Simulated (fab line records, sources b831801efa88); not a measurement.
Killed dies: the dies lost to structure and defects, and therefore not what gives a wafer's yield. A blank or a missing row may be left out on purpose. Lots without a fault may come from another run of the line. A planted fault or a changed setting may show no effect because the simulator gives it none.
Which of the tools did it? + flow sky130 + 6 lots (18 wafers sampled), 1 step of a 708-step route

== WHAT THE GAUGES SHOWED, per wafer ==
SKY_POLY_GATE_THK_MEAS_21.
| lot  | measured     | on           | POLY_GATE_OXIDATION_THK (nm) |
|------|--------------|--------------|------------------------------|
| L233 | day 17 05:17 | filmMetro-02 | 4.05 4.03 4.07               |
| L237 | day 18 07:13 | filmMetro-04 | 4.12 4.08 4.13               |
| L245 | day 22 04:20 | filmMetro-02 | 3.95 4.02 4.03               |
| L248 | day 23 10:10 | filmMetro-01 | 4.05 3.99 4.06               |
| L250 | day 24 09:06 | filmMetro-01 | 4.06 4.11 4.05               |
| L255 | day 25 09:14 | filmMetro-01 | 3.96 4.03 3.97               |

== WHAT TOOL EACH LOT RAN ON (gives the tool, then ch and the chambers of the sampled wafers, and finally the start) ==
There is no process step in the record ahead of these readings.

== THE ANSWER, worked out from the rows above alone ==
Rule: usual is defined by the lots themselves. Put in order of their means at a reading, lots are off if they are a third of the lots or fewer, leave a main group of 4 or more, and stand apart from it by a gap of 3 or more times the standard deviation of the main group's means; of several such gaps the widest counts. A main group is skipped when, at the precision printed for the reading in the tables above, its means are all equal. A lot without any number at a reading at which 4 lots or more have one is off too. Where the step has rows for the other lots, those lots are counted as sound.
None of the lots is off at any reading shown; this tells nothing.

== WHAT HAD BEEN PUT IN BY THE SIMULATOR ==
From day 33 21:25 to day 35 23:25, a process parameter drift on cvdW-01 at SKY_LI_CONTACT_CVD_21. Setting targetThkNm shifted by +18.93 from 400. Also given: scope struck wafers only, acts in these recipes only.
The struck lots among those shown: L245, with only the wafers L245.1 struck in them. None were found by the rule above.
